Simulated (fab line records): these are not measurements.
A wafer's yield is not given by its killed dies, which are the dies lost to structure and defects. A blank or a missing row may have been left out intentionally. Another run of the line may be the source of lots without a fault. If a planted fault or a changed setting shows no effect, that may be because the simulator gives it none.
Problem report in the 8D (eight disciplines) form, filled by code + flow gf180mcu + the parts of the form that need people (team, actions taken, sign-off) are left out

## 1. WHAT WENT WRONG
Mean CONTACT_CVD_00_THK at GF_CONTACT_THK_MEAS_01: 150 nm over 2 wafers in 2 lots; fault-free wafers: 301 nm, standard deviation 3.7. Relative to the usual mean, that is a shift of -41 standard deviations.
Seen first at day 19 11:23 on film-metro-04, wafer L764.6. The record has a number at this step for 36 wafers belonging to 12 lots. Rule for "out", or "out of limits": more than 4 standard deviations from the usual mean. Any other wafer with a number is counted as sound.

## 2. WHAT IT IS, WHAT IT ISN'T
| question                    | is                           | is not                                                                                             |
|-----------------------------|------------------------------|----------------------------------------------------------------------------------------------------|
| which readings at this step | CONTACT_CVD_00_THK           | -                                                                                                  |
| which lots                  | L764, L765                   | L754, L755, L756, L762, L763, L772, L773, L774, L775, L776                                         |
| which wafers of those lots  | L764.6, L765.3               | L764.3, L764.5, L765.1, L765.5                                                                     |
| read on which gauges        | film-metro-01, film-metro-04 | film-metro-02                                                                                      |
| when                        | from day 19 11:23            | up to then (17 sound wafers); but 17 sound wafers of L765, L772, L773, L774, L775, L776 came after |

## 3. WHAT RULES OUT EACH SUSPECT
Counting: if a tool at a process step up to the reading ran every lot that is out, it stays a suspect. Sound lots after the first of them don't rule it out here, since some wafers of a struck lot are sound.
- the gauge at GF_CONTACT_THK_MEAS_01: ruled out. The wafers that are out were read on 2 gauges (film-metro-01, film-metro-04).
- hdpcvd-02 at GF_CONTACT_CVD_00 (deposits SiO2, target thk 300 nm, time 50 s): kept. It processed each lot that is out (first: L764, day 19 11:20); up to then, its last sound lot is L763 (day 19 03:47). Its own readings are out on those wafers: sih4-flow-sccm.
- At GF_CONTACT_CVD_00, inside hdpcvd-02: chamber 0 took the wafers that are out, while their sound lot-mates went through chambers 1, 2.
Left after counting: hdpcvd-02 at GF_CONTACT_CVD_00.

## 4. THE CAUSE (what the simulator had put in)
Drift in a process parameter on hdpcvd-02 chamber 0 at GF_CONTACT_CVD_00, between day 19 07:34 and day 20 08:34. Setting sih4-flow-sccm shifted by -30 from 60. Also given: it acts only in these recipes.
This tool alone remained once counting was done.

## 5. SEQUENCE OF EFFECTS, ordered by route
Each row: a reading where the mean over the struck wafers with a number is more than 3 standard deviations away from the usual. Only readings for which the record gives a usual standard deviation are gone through. hours: the time from each lot's start at the first step in this table that gives one to its start at this step, as a median over the lots. sigmas: the change in usual standard deviations.
| hours | step                   | reading            | usual      | on struck wafers | change | sigmas      |
|-------|------------------------|--------------------|------------|------------------|--------|-------------|
| 0     | GF_CONTACT_CVD_00      | sih4-flow-sccm     | 60.01 sccm | 30.08            | -29.93 | -99 or more |
| 0     | GF_CONTACT_THK_MEAS_01 | CONTACT_CVD_00_THK | 301 nm     | 150              | -150   | -41         |
| -     | GF_CONTACT_ETCH_17     | oes-product-au     | 0.816 a.u. | 0.739            | -0.077 | -15         |
Its process steps:
- GF_CONTACT_CVD_00: deposits SiO2, target thk 300 nm, time 50 s.
- GF_CONTACT_ETCH_17: etches SiO2 in C4F8/O2/Ar, stops on CoSi2, target depth 860 nm.

## 6. WHAT WOULD HAVE CAUGHT IT SOONER
The first out-of-limits reading at a measuring or inspecting step in this record came at day 19 11:23, 4 hours after the fault's start at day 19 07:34.
At GF_CONTACT_CVD_00, the tool's own readings (sih4-flow-sccm) were out on each struck wafer the step has a row for, so an alarm limit on them would have fired on the first such wafer.
Lots out: 2; of these, L765 started GF_CONTACT_CVD_00 on hdpcvd-02 after day 19 11:23. A hold on the tool at that time would have spared it.
